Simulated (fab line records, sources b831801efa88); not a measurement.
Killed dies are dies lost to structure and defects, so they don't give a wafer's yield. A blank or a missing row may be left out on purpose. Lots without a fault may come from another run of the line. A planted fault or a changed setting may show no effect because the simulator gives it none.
fab line records | flow sfq_line
record lots=6 wafers=18 last_day=88
route steps=325 shown M3@122 I3@133
lots that met no fault: from a run of the same line without faults
start_h: hours from the record's first day to the start of the lot's first wafer shown | wait_h: hours since the lot's step before | " the same as in the row above | L1.1+2: a row that stands for several wafers | - no value, or no start given | * or withheld: withheld | < > ~ a bound
route shown NAME@n: a module of which the file shows steps, and the number in the route of the first | usual: mean/standard deviation of fault-free wafers | same: alike in all rows | chamber/n: place in a boat | sites: the reading at each site | _std_site: their standard deviation | _edge_site: outer sites' mean less inner sites' | radius_mm: how far each site lies from the wafer's centre | mask NAME#n: copy n | behind: the tool/chamber that last shaped the wafer | hold: why the lot was held/for how many hours/how that ended | device: the transistor (n, p or np) that didn't switch | end of line: the same wafers' tests at the end of the route | a step without rows: its recipe alone | killed: dies lost to structure and defects at the first sort, not the wafer's yield | map: a wafer's dies, x killed, . not, _ none there
set.NAME: the setting as run; set.NAME@STEP: as run at that earlier step | model.NAME: the simulator's own value behind a step, which no gauge read
lots at some steps of the route; a table a step, a row a wafer
services: from which hour (start_h, from the record's first day; less than 0 if before it) a tool's chamber was out of use, for how many hours, and why
## steps
# step SFQ_TRILAYER_M3_LITHO_COAT_080
# recipe resist=BARC spin_rpm=3000 resist_thk_nm=62
# step SFQ_TRILAYER_M3_LITHO_COAT_075
# recipe resist=KrF spin_rpm=3000 resist_thk_nm=600
# step SFQ_TRILAYER_M3_LITHO_SOFTBAKE_079
# recipe temp_c=withheld time_s=withheld resist=KrF
# step SFQ_TRILAYER_M3_LITHO_EXPOSE_076
# recipe mask_id=M3 na=0.6 source_shape=conventional sigma_outer=0.65 target_cd_nm=500 dose_mj=14.4
# step SFQ_TRILAYER_M3_LITHO_PEB_078
# recipe peb_temp_c=115 peb_time_s=60 resist=KrF
# step SFQ_TRILAYER_M3_LITHO_DEVELOP_077
# recipe time_s=60 resist=KrF
# step SFQ_M3_OVL_MEAS_921
# usual M3_OVL=0/5.3
# columns lot.wafer tool chamber start_h wait_h M3_OVL[nm]
L289.2 overlay-01 - 697.45 0.1 4
L289.3 " - " " 4
L289.4 " - " " 8
L291.2 overlay-01 - 729.85 0.1 -4
L291.5 " - " " 0
L291.6 " - " " -6
L295.1 overlay-01 - 770.47 0.1 -4
L295.3 " - " " -5
L295.6 " - " " 0
L296.2 overlay-01 - 780.07 0.1 -1
L296.3 " - " " -5
L296.6 " - " " 0
L303.2 overlay-02 - 861.71 0.1 -2
L303.3 " - " " 0
L303.6 " - " " -5
L308.2 overlay-02 - 905.03 0.1 -5
L308.5 " - " " -3
L308.6 " - " " -3
# step SFQ_TRILAYER_M3_BARC_OPEN_METAL_ETCH_100
# recipe mask_material=PR chemistry=O2 target_depth_nm=125 target=BARC icp_w=600 bias_w=80 pressure_mtorr=10 time_s=41.7
# usual chamber_pressure_mTorr=10.000/0.0095 drypump_motor_current_A=5.53/0.13 oes_product_au=0.685/0.0047
# columns lot.wafer tool chamber start_h wait_h chamber_pressure_mTorr drypump_motor_current_A oes_product_au rf_hours_counter_h
L289.2 rie_metal-01 1 697.48 0.0 9.997 5.61 0.684 147
L289.3 " 0 " " 9.987 5.42 0.682 -
L289.4 " 1 " " 9.986 5.58 0.680 -
L291.2 rie_metal-04 0 729.90 0.0 10.002 5.58 0.680 -
L291.5 " 0 " " 10.006 5.60 0.690 -
L291.6 " 0 " " 9.994 5.61 0.684 -
L295.1 rie_metal-01 1 770.50 0.0 10.009 5.54 0.687 160
L295.3 " 1 " " 9.999 5.58 0.678 -
L295.6 " 1 " " 10.001 5.56 0.684 -
L296.2 rie_metal-04 1 780.10 0.0 10.002 5.57 0.687 5
L296.3 " 1 " " 9.986 5.57 0.687 -
L296.6 " 1 " " 9.996 5.53 0.696 -
L303.2 rie_metal-04 0 861.74 0.0 9.990 5.59 0.683 93
L303.3 " 1 " " 9.995 5.56 0.690 -
L303.6 " 0 " " 10.005 5.58 0.688 -
L308.2 rie_metal-03 1 905.06 0.0 10.000 5.81 0.687 143
L308.5 " 0 " " 10.011 5.16 0.683 -
L308.6 " 1 " " 9.999 5.80 0.685 -
# step SFQ_TRILAYER_M3_ETCH_METAL_ETCH_078
# recipe target=Nb stop_on=SiO2 mask_material=PR chemistry=Cl2/Ar target_depth_nm=240 icp_w=600 bias_w=80 pressure_mtorr=10 time_s=120
# usual chamber_pressure_mTorr=10.001/0.0092 drypump_motor_current_A=5.53/0.13 oes_product_au=0.895/0.0066
# columns lot.wafer tool chamber start_h wait_h chamber_pressure_mTorr drypump_motor_current_A oes_product_au rf_hours_counter_h
L289.2 rie_metal-01 1 697.56 0.1 10.012 5.60 0.896 147
L289.3 " 0 " " 10.009 5.46 0.893 -
L289.4 " 1 " " 10.004 5.60 0.895 -
L291.2 rie_metal-04 0 730.04 0.1 10.007 5.61 0.896 -
L291.5 " 0 " " 9.980 5.60 0.885 -
L291.6 " 0 " " 9.994 5.59 0.890 -
L295.1 rie_metal-01 1 770.62 0.1 9.993 5.57 0.894 160
L295.3 " 1 " " 10.014 5.60 0.905 -
L295.6 " 1 " " 10.019 5.62 0.890 -
L296.2 rie_metal-04 1 780.16 0.0 10.015 5.58 0.908 5
L296.3 " 1 " " 9.997 5.53 0.895 -
L296.6 " 1 " " 9.998 5.58 0.907 -
L303.2 rie_metal-04 0 861.80 0.0 10.000 5.57 0.903 93
L303.3 " 1 " " 9.993 5.56 0.893 -
L303.6 " 0 " " 10.015 5.58 0.897 -
L308.2 rie_metal-03 1 905.12 0.0 10.015 5.84 0.891 143
L308.5 " 0 " " 9.992 5.14 0.888 -
L308.6 " 1 " " 9.991 5.80 0.886 -
# step SFQ_TRILAYER_M3_STRIP_STRIP_079
# recipe gas=O2 power_w=200 platen_temp_c=40 overash_fraction=0.65 chemistry=O2 pressure_mtorr=50
# usual chamber_pressure_mTorr=50.00/0.049 drypump_motor_current_A=5.53/0.13 oes_product_au=1.002/0.01
# same overash_fraction=0.65
# columns lot.wafer tool chamber start_h wait_h chamber_pressure_mTorr drypump_motor_current_A oes_product_au rf_hours_counter_h
L289.2 rie_metal-01 1 697.72 0.1 49.98 5.57 1.006 147
L289.3 " 0 " " 49.94 5.38 1.003 -
L289.4 " 1 " " 50.08 5.57 1.010 -
L291.2 rie_metal-04 0 730.45 0.4 50.04 5.57 1.008 -
L291.5 " 0 " " 49.97 5.57 1.003 -
L291.6 " 0 " " 50.04 5.58 1.013 -
L295.1 rie_metal-01 1 770.87 0.2 49.99 5.62 1.021 160
L295.3 " 1 " " 50.04 5.66 1.026 -
L295.6 " 1 " " 50.00 5.65 1.007 -
L296.2 rie_metal-04 1 780.29 0.1 49.93 5.57 0.980 5
L296.3 " 1 " " 49.98 5.57 0.986 -
L296.6 " 1 " " 50.02 5.59 0.985 -
L303.2 rie_metal-04 0 861.92 0.1 49.97 5.60 1.017 93
L303.3 " 1 " " 49.97 5.56 0.994 -
L303.6 " 0 " " 49.88 5.60 1.019 -
L308.2 rie_metal-03 1 905.25 0.1 49.96 5.80 1.017 143
L308.5 " 0 " " 49.98 5.18 1.007 -
L308.6 " 1 " " 50.03 5.82 1.000 -
# step SFQ_TRILAYER_M3_STRIP_SOLV_CLEAN_080
# recipe chemistry=NMP temp_c=70 time_s=600
# step SFQ_TRILAYER_I3_DEP_PECVD_081
# recipe material=SiO2 temp_c=150 time_s=111.11 pressure_torr=2.4 rf_w=183.3 precursor=SiH4/N2O target_thk_nm=500
# usual heater_power_w=87/16 throttle_valve_pct=23.9/0.99
# columns lot.wafer tool chamber start_h wait_h heater_power_w throttle_valve_pct
L289.2 pecvd-03 0 698.70 0.0 79 22.9
L289.3 " 1 " " 71 23.3
L289.4 " 1 " " 73 23.1
L291.2 pecvd-01 1 731.62 0.0 78 23.9
L291.5 " 0 " " 102 24.0
L291.6 " 2 " " 82 23.0
L295.1 pecvd-01 2 772.25 0.0 81 23.1
L295.3 " 0 " " 109 23.7
L295.6 " 1 " " 76 23.7
L296.2 pecvd-03 0 781.06 0.0 82 22.6
L296.3 " 1 " " 75 23.0
L296.6 " 2 " " 116 25.9
L303.2 pecvd-02 1 862.70 0.0 106 23.7
L303.3 " 0 " " 83 25.3
L303.6 " 2 " " 74 24.4
L308.2 pecvd-02 0 906.02 0.0 82 25.3
L308.5 " 2 " " 82 24.8
L308.6 " 0 " " 84 25.5
# step SFQ_TRILAYER_I3_CMP_CMP_082
# recipe material=SiO2 down_force_psi=3 platen_rpm=60 pad_velocity_m_s=0.94248
# usual motor_current_A=10.2/0.8 platen_rpm=59.99/0.044 slurry_filter_dp_kPa=13.50/0.15 slurry_flow_ml_min=150.0/0.44 time_to_endpoint_s=215/8.1
# columns lot.wafer tool chamber start_h wait_h motor_current_A platen_rpm slurry_filter_dp_kPa slurry_flow_ml_min time_to_endpoint_s
L289.2 cmp-02 0 720.85 22.1 10.1 59.90 13.50 150.0 218
L289.3 " 2 721.85 23.1 9.5 60.00 13.39 150.1 219
L289.4 " 3 " " 11.1 60.04 13.14 149.8 222
L291.2 cmp-02 1 755.53 23.9 9.9 60.02 13.49 150.1 209
L291.5 " 0 757.03 25.3 9.5 60.02 13.54 149.3 224
L291.6 " 1 " " 9.8 59.99 13.42 150.0 224
L295.3 cmp-02 0 803.53 31.2 9.7 59.96 13.50 149.0 222
L295.1 " 2 804.53 32.2 9.4 66.03 13.43 150.1 196
L295.6 " 3 " " 11.7 60.01 13.58 150.2 223
L296.3 cmp-02 2 809.03 27.9 9.2 65.99 13.59 150.6 194
L296.2 " 1 810.53 29.4 9.9 60.00 13.64 150.2 212
L296.6 " 3 811.53 30.4 11.2 60.10 13.50 150.1 218
L303.2 cmp-01 1 869.16 6.4 10.7 59.99 13.51 149.7 214
L303.3 " 2 " " 10.5 60.03 13.41 149.9 214
L303.6 " 0 870.66 7.9 9.4 59.94 13.41 149.7 221
L308.2 cmp-01 0 909.07 3.0 9.0 59.93 13.52 149.7 202
L308.6 " 2 910.07 4.0 10.0 59.98 13.26 149.5 201
L308.5 " 3 " " 10.8 59.96 13.70 149.9 199
# step SFQ_I3_BOW_MEAS_922
# recipe mode=bow
# usual I3_BOW=1/7.2
# columns lot.wafer tool chamber start_h wait_h I3_BOW[um]
L289.2 film_metro-03 - 723.87 2.5 -6
L289.3 " - " " 7
L289.4 " - " " 16
L291.2 film_metro-04 - 758.05 2.0 13
L291.5 " - " " 3
L291.6 " - " " 1
L295.1 film_metro-03 - 806.03 1.0 10
L295.3 " - " " -3
L295.6 " - " " 0
L296.2 film_metro-04 - 812.05 1.0 7
L296.3 " - " " -4
L296.6 " - " " 8
L303.2 film_metro-04 - 871.68 2.0 0
L303.3 " - " " -5
L303.6 " - " " -1
L308.2 film_metro-03 - 911.09 1.5 -6
L308.5 " - " " 8
L308.6 " - " " 0
## services
# columns tool chamber start_h hours kind
cmp-01 - 681.39 1.4 repair
rie_metal-04 1 696.67 2.3 repair
pecvd-01 1 699.21 6.6 repair
cmp-01 - 701.49 0.9 repair
cmp-02 - 704.36 4.5 repair
pecvd-01 - 714.98 0.7 repair
cmp-02 - 717.12 0.3 repair
cmp-02 - 738.85 2.9 pm
cmp-02 - 748.03 4.0 pm
rie_metal-01 0 760.54 50.6 repair
cmp-01 - 767.02 15.8 repair
pecvd-01 2 777.61 37.6 repair
cmp-02 - 780.72 0.7 repair
cmp-01 - 782.77 13.8 pm
cmp-01 - 793.85 1.4 repair
pecvd-02 1 797.75 10.4 repair
pecvd-01 - 813.63 1.3 repair
rie_metal-04 1 814.30 2.7 repair
pecvd-01 1 823.90 15.5 repair
pecvd-01 - 837.89 28.1 pm
cmp-01 - 846.67 0.3 repair
pecvd-03 - 871.29 0.9 repair
cmp-02 - 885.07 2.6 repair
rie_metal-04 0 905.50 7.5 repair
## key
first_sign step=SFQ_TRILAYER_I3_CMP_CMP_082 reading=platen_rpm direction=up sigmas=99+ usual=59.99 struck=66.01
effect none on later readings
met_at SFQ_TRILAYER_I3_CMP_CMP_082
struck_wafers L295.1,L296.3
fault kind=process_parameter_drift tool=cmp-02 chamber=2 onset_h=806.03 steps=SFQ_TRILAYER_I3_CMP_CMP_082 channel=platen_rpm offset=6 shape=step end_h=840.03 acts_in=these_recipes_only stated=60
